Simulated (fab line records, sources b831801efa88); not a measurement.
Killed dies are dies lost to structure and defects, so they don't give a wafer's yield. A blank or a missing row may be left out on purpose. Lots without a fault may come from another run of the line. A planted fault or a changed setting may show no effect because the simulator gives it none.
fab line records | flow sky130
record lots=12 wafers=36 last_day=50
route steps=708 shown NWELL@71 SONOS_ONO@182 GATE_OXIDE@200 RES_PROTECT@214 PAD_OPEN@708
lots that met no fault: from a run of the same line without faults
start_h: hours from the record's first day to the start of the lot's first wafer shown | wait_h: hours since the lot's step before | " the same as in the row above | L1.1+2: a row that stands for several wafers | - no value, or no start given | * or withheld: withheld | < > ~ a bound
route shown NAME@n: a module of which the file shows steps, and the number in the route of the first | usual: mean/standard deviation of fault-free wafers | same: alike in all rows | chamber/n: place in a boat | sites: the reading at each site | _std_site: their standard deviation | _edge_site: outer sites' mean less inner sites' | radius_mm: how far each site lies from the wafer's centre | mask NAME#n: copy n | behind: the tool/chamber that last shaped the wafer | hold: why the lot was held/for how many hours/how that ended | device: the transistor (n, p or np) that didn't switch | end of line: the same wafers' tests at the end of the route | a step without rows: its recipe alone | killed: dies lost to structure and defects at the first sort, not the wafer's yield | map: a wafer's dies, x killed, . not, _ none there
set.NAME: the setting as run; set.NAME@STEP: as run at that earlier step | model.NAME: the simulator's own value behind a step, which no gauge read
steps of the route over a sample of lots; a table a step, a row a wafer
services: from which hour (start_h, from the record's first day; less than 0 if before it) a tool's chamber was out of use, for how many hours, and why
## steps
# step SKY_NWELL_COAT_18
# recipe spin_rpm=2000 resist_thk_nm=3000
# columns lot.wafer tool chamber start_h wait_h
L685.3+4+6 litho_track-04 0 97.15 0.1
L686.2+4+6 litho_track-01 0 98.48 0.1
L688.1+2+4 litho_track-01 0 110.75 0.1
L690.1+3+5 litho_track-01 0 123.90 0.1
L691.2+3+4 litho_track-04 0 129.42 0.1
L697.2+3+5 litho_track-01 0 165.03 0.1
L699.2+4+5 litho_track-01 0 176.78 0.1
L701.2+3+5 litho_track-04 0 189.37 0.1
L702.2+3+5 litho_track-04 0 194.17 0.1
L703.3+5+6 litho_track-04 0 199.50 0.1
L705.3+4+6 litho_track-02 0 217.49 0.1
L707.3+5+6 litho_track-02 0 232.69 0.1
# step SKY_NWELL_STRIP_25
# recipe chemistry=O2/N2 power_w=1400 pressure_mtorr=1500 platen_temp_c=withheld o2_flow_sccm=3000 n2_flow_sccm=300 overash_fraction=0.5
# usual drypump_motor_current_A=5.7/0.48 oes_product_au=0.723/0.0046 strip_time_to_endpoint_s=36.95/0.1
# columns lot.wafer tool chamber start_h wait_h drypump_motor_current_A oes_product_au rf_hours_counter_h strip_time_to_endpoint_s
L685.3 plasma_asher-03 0 105.77 0.1 5.6 0.726 - 36.94
L685.4 " 1 " " 6.3 0.727 - 37.02
L685.6 " 0 " " 5.6 0.730 - 36.81
L686.2 plasma_asher-03 1 107.13 0.1 6.3 0.724 43 36.92
L686.4 " 0 " " 5.6 0.720 - 36.73
L686.6 " 0 " " 5.6 0.716 - 36.89
L688.1 plasma_asher-01 0 120.28 0.1 6.2 0.724 31 36.96
L688.2 " 1 " " 5.6 0.725 31 36.97
L688.4 " 1 " " 5.6 0.720 - 36.91
L690.1 plasma_asher-01 0 133.12 0.1 6.2 0.728 32 36.89
L690.3 " 1 " " 5.6 0.726 - 36.81
L690.5 " 0 " " 6.2 0.725 - 36.87
L691.2 plasma_asher-04 1 140.22 0.1 4.9 0.720 45 36.89
L691.3 " 0 " " 5.8 0.724 - 36.83
L691.4 " 1 " " 4.9 0.717 - 36.79
L697.2 plasma_asher-03 0 175.57 0.1 5.6 0.722 50 30.81
L697.3 " 1 " " 6.3 0.721 - 30.80
L697.5 " 0 " " 5.6 0.715 - 30.79
L699.2 plasma_asher-04 1 187.74 0.1 4.9 0.724 50 30.65
L699.4 " 1 " " 4.9 0.721 - 30.56
L699.5 " 0 " " 5.9 0.711 - 30.66
L701.2 plasma_asher-04 1 201.24 0.1 4.9 0.717 52 37.08
L701.3 " 1 " " 4.9 0.726 - 37.15
L701.5 " 0 " " 5.8 0.722 - 37.08
L702.2 plasma_asher-03 1 205.69 0.1 6.4 0.719 52 36.92
L702.3 " 1 " " 6.3 0.727 - 36.99
L702.5 " 0 " " 5.5 0.733 - 36.93
L703.3 plasma_asher-03 0 210.97 0.1 5.6 0.725 - 36.97
L703.5 " 0 " " 5.6 0.727 - 36.95
L703.6 " 1 " " 6.3 0.732 - 36.95
L705.3 plasma_asher-04 0 229.61 0.1 5.8 0.718 - 36.87
L705.4 " 1 " " 4.9 0.720 - 36.90
L705.6 " 1 " " 4.9 0.727 - 36.97
L707.3 plasma_asher-03 0 244.26 0.1 5.5 0.718 - 37.03
L707.5 " 0 " " 5.6 0.721 - 36.92
L707.6 " 1 " " 6.3 0.716 - 36.98
# step SKY_SONOS_ONO_OVL_MEAS_14
# usual SONOS_ONO_OVL=0.6/1.3
# columns lot.wafer tool chamber start_h wait_h SONOS_ONO_OVL[nm]
L685.3 overlay-02 - 278.14 0.1 1.7
L685.4 " - " " -0.4
L685.6 " - " " -0.1
L686.2 overlay-02 - 283.02 0.1 1.5
L686.4 " - " " 2.2
L686.6 " - " " -0.1
L688.1 overlay-02 - 302.39 0.1 -2.4
L688.2 " - " " 0.6
L688.4 " - " " -0.9
L690.1 overlay-01 - 318.29 0.1 1.1
L690.3 " - " " 0.8
L690.5 " - " " 1.1
L691.2 overlay-01 - 324.82 0.1 1.1
L691.3 " - " " 1.0
L691.4 " - " " 1.0
L697.2 overlay-01 - 376.57 0.1 1.3
L697.3 " - " " 1.5
L697.5 " - " " 1.2
L699.2 overlay-01 - 397.80 0.1 1.5
L699.4 " - " " 2.6
L699.5 " - " " 3.2
L701.2 overlay-01 - 415.63 0.1 1.8
L701.3 " - " " 1.8
L701.5 " - " " 0.9
L702.2 overlay-02 - 418.27 0.1 0.8
L702.3 " - " " 0.9
L702.5 " - " " 1.1
L703.3 overlay-01 - 426.00 0.1 -0.7
L703.5 " - " " 1.9
L703.6 " - " " 2.3
L705.3 overlay-01 - 454.53 0.1 -0.2
L705.4 " - " " -0.6
L705.6 " - " " -0.8
L707.3 overlay-01 - 472.05 0.1 1.2
L707.5 " - " " 0.0
L707.6 " - " " 0.7
# step SKY_GATE_OXIDE_STRIP_13
# recipe chemistry=O2/N2 power_w=1400 pressure_mtorr=1500 platen_temp_c=withheld o2_flow_sccm=3000 n2_flow_sccm=300 overash_fraction=0.5
# usual drypump_motor_current_A=5.9/0.3 oes_product_au=0.715/0.0045 strip_time_to_endpoint_s=14.19/0.032
# columns lot.wafer tool chamber start_h wait_h drypump_motor_current_A oes_product_au rf_hours_counter_h strip_time_to_endpoint_s
L685.3 plasma_asher-01 1 304.57 0.0 5.6 0.726 - 14.20
L685.4 " 0 " " 6.2 0.719 - 14.15
L685.6 " 0 " " 6.2 0.723 - 14.23
L686.2 plasma_asher-02 1 310.52 0.0 6.1 0.713 20 14.20
L686.4 " 1 " " 6.0 0.719 - 14.22
L686.6 " 1 " " 6.1 0.722 - 14.22
L688.1 plasma_asher-01 1 331.52 0.0 5.6 0.712 50 14.18
L688.2 " 0 " " 6.2 0.713 50 14.16
L688.4 " 0 " " 6.2 0.724 - 14.17
L690.1 plasma_asher-03 1 347.08 0.0 6.3 0.716 65 14.21
L690.3 " 0 " " 5.5 0.714 - 14.16
L690.5 " 1 " " 6.3 0.717 - 14.15
L691.2 plasma_asher-03 1 354.45 0.0 6.3 0.716 66 14.22
L691.3 " 0 " " 5.5 0.717 - 14.25
L691.4 " 1 " " 6.4 0.718 - 14.21
L697.2 plasma_asher-03 0 407.26 0.0 5.5 0.719 71 14.19
L697.3 " 1 " " 6.3 0.707 - 14.22
L697.5 " 0 " " 5.5 0.718 - 14.20
L699.2 plasma_asher-03 0 431.78 0.0 5.6 0.713 74 14.18
L699.4 " 1 " " 6.3 0.711 - 14.21
L699.5 " 0 " " 5.6 0.717 - 14.16
L701.2 plasma_asher-03 1 449.14 0.0 6.4 0.723 75 14.22
L701.3 " 0 " " 5.6 0.714 - 14.23
L701.5 " 1 " " 6.4 0.715 - 14.20
L702.2 plasma_asher-03 1 452.42 0.0 6.3 0.720 76 14.14
L702.3 " 1 " " 6.3 0.706 - 14.18
L702.5 " 0 " " 5.6 0.716 - 14.19
L703.3 plasma_asher-01 1 459.22 0.0 5.6 0.724 - 14.16
L703.5 " 0 " " 6.2 0.716 - 14.18
L703.6 " 1 " " 5.5 0.714 - 14.15
L705.3 plasma_asher-02 1 487.56 0.0 6.0 0.721 - 14.16
L705.4 " 0 " " 5.8 0.720 - 14.15
L705.6 " 0 " " 5.8 0.718 - 14.17
L707.3 plasma_asher-01 0 505.01 0.0 6.2 0.722 - 14.19
L707.5 " 0 " " 6.2 0.717 - 14.22
L707.6 " 1 " " 5.5 0.721 - 14.22
# step SKY_RES_PROTECT_STRIP_07
# recipe chemistry=O2/N2 power_w=1400 pressure_mtorr=1500 platen_temp_c=withheld o2_flow_sccm=3000 n2_flow_sccm=300 overash_fraction=0.5
# usual drypump_motor_current_A=5.7/0.49 oes_product_au=0.518/0.0043 strip_time_to_endpoint_s=23.31/0.042
# columns lot.wafer tool chamber start_h wait_h drypump_motor_current_A oes_product_au rf_hours_counter_h strip_time_to_endpoint_s
L685.3 plasma_asher-01 0 334.59 0.1 6.2 0.515 - 23.22
L685.4 " 1 " " 5.6 0.515 - 23.22
L685.6 " 1 " " 5.6 0.516 - 23.22
L686.2 plasma_asher-04 0 341.14 0.1 5.8 0.523 65 23.33
L686.4 " 0 " " 5.8 0.517 - 23.27
L686.6 " 1 " " 4.9 0.522 - 23.30
L688.1 plasma_asher-01 0 364.92 0.1 6.2 0.516 53 23.31
L688.2 " 1 " " 5.6 0.524 53 23.34
L688.4 " 1 " " 5.6 0.511 - 23.31
L690.1 plasma_asher-01 1 379.87 0.1 5.6 0.511 55 23.30
L690.3 " 0 " " 6.2 0.514 - 23.30
L690.5 " 1 " " 5.6 0.520 - 23.31
L691.2 plasma_asher-04 0 387.22 0.1 5.8 0.509 70 23.31
L691.3 " 1 " " 4.9 0.514 - 23.34
L691.4 " 0 " " 5.8 0.521 - 23.28
L697.2 plasma_asher-04 0 440.12 0.1 5.8 0.523 1 23.37
L697.3 " 0 " " 5.8 0.520 - 23.39
L697.5 " 1 " " 4.9 0.516 - 23.36
L699.2 plasma_asher-04 0 466.29 0.1 5.8 0.518 3 23.33
L699.4 " 1 " " 4.9 0.515 - 23.30
L699.5 " 0 " " 5.8 0.515 - 23.30
L701.2 plasma_asher-03 1 483.42 0.1 6.3 0.526 79 23.30
L701.3 " 0 " " 5.5 0.526 - 23.28
L701.5 " 0 " " 5.5 0.518 - 23.29
L702.2 plasma_asher-03 1 487.20 0.1 6.4 0.520 79 23.31
L702.3 " 1 " " 6.3 0.520 - 23.33
L702.5 " 1 " " 6.3 0.525 - 23.41
L703.3 plasma_asher-04 0 493.44 0.1 5.8 0.525 - 23.32
L703.5 " 1 " " 4.9 0.517 - 23.39
L703.6 " 0 " " 5.8 0.518 - 23.31
L705.3 plasma_asher-01 1 520.24 0.1 5.6 0.525 - 23.32
L705.4 " 0 " " 6.2 0.512 - 23.34
L705.6 " 0 " " 6.2 0.518 - 23.33
L707.3 plasma_asher-01 0 539.44 0.1 6.2 0.520 - 23.27
L707.5 " 1 " " 5.6 0.508 - 23.31
L707.6 " 0 " " 6.2 0.520 - 23.29
# step SKY_PAD_OPEN_PROBE_99
# usual killed_at_M0_to_M3=45/7.9 killed_at_M4_up=2.9/1.8 killed_at_contacts=25/5.5 killed_at_front_end=16/4.4 killed_at_other=0.3/0.58 killed_dies=89/9.4 killed_open=49/6.8 killed_short=40/6.3
# same gross_dies=492 killed_at_back_side=0
# columns lot.wafer tool chamber start_h wait_h killed_at_M0_to_M3 killed_at_M4_up killed_at_contacts killed_at_front_end killed_at_other killed_dies killed_open killed_short
L697.2 prober-02 - 1139.31 0.1 38 1 25 22 0 86 55 31
L697.3 prober-02 - 1139.36 0.2 38 1 32 21 0 92 47 45
L697.5 prober-02 - 1139.46 0.2 38 3 25 16 0 82 43 39
# killed by level:class
L697.2 CONTACT:geometric_particle:open=13 VIA1:geometric_particle:open=10 FIELD_ISO:geometric_particle:open=7 VIA2:geometric_particle:open=7 METAL1:geometric_particle:short=5 LI_CONTACT:geometric_particle:short=5 POLY_GATE:geometric_particle:open=5 LI_CONTACT:geometric_particle:open=4
L697.3 LI_CONTACT:geometric_particle:open=13 CONTACT:geometric_particle:open=9 VIA3:geometric_particle:open=7 VIA2:geometric_particle:open=6 POLY_GATE:geometric_particle:short=5 POLY_GATE:geometric_particle:open=5 LOCAL_INTERCONNECT:geometric_particle:short=5 METAL2:geometric_particle:short=5
L697.5 LI_CONTACT:geometric_particle:open=8 VIA2:geometric_particle:open=6 LI_CONTACT:geometric_particle:short=5 CONTACT:geometric_particle:open=5 METAL1:geometric_particle:short=5 VIA1:geometric_particle:open=5 FIELD_ISO:geometric_particle:open=4 POLY_GATE:geometric_particle:open=4
## services
# columns tool chamber start_h hours kind
plasma_asher-02 - 108.75 9.0 pm
plasma_asher-02 0 108.75 9.0 vent_cycle
plasma_asher-02 1 108.75 9.0 vent_cycle
plasma_asher-02 0 117.75 - clean
plasma_asher-02 1 117.75 - clean
plasma_asher-02 - 137.03 0.9 repair
plasma_asher-01 - 143.17 5.7 repair
plasma_asher-01 - 149.24 7.1 repair
plasma_asher-01 - 210.37 3.9 repair
plasma_asher-03 - 214.46 12.2 repair
plasma_asher-03 - 296.54 0.3 repair
plasma_asher-04 - 331.91 1.4 repair
plasma_asher-04 - 336.84 2.8 pm
litho_track-04 - 355.20 - consumable_replace:filter
plasma_asher-04 - 405.52 1.9 repair
plasma_asher-04 - 421.25 9.0 pm
plasma_asher-04 0 421.25 9.0 vent_cycle
plasma_asher-04 1 421.25 9.0 vent_cycle
plasma_asher-04 0 430.25 - clean
plasma_asher-04 1 430.25 - clean
plasma_asher-03 - 492.14 4.3 pm
plasma_asher-03 - 497.83 2.8 pm
## key
first_sign step=SKY_NWELL_STRIP_25 reading=strip_time_to_endpoint_s direction=down sigmas=62 usual=* struck=*
effect none on later readings
met_at SKY_NWELL_COAT_18
struck_lots L697,L699
tester_left_out L697,L699
not_acting_at SKY_SONOS_ONO_OVL_MEAS_14,SKY_GATE_OXIDE_STRIP_13,SKY_RES_PROTECT_STRIP_07
onset_between 123.90 165.03
fault kind=process_parameter_drift tool=litho_track-01 chamber=- onset_h=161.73 steps=SKY_NWELL_COAT_18 channel=resist_thk_nm offset=-541.9 shape=step end_h=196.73 acts_in=these_recipes_only stated=3000
# tester_left_out: of these lots the tester's yield and bins aren't shown, on N5 and GAA mostly nor the transistor test; their killed dies are dies lost to structure and defects alone, not to doping, threshold or leakage, so they don't give the yield
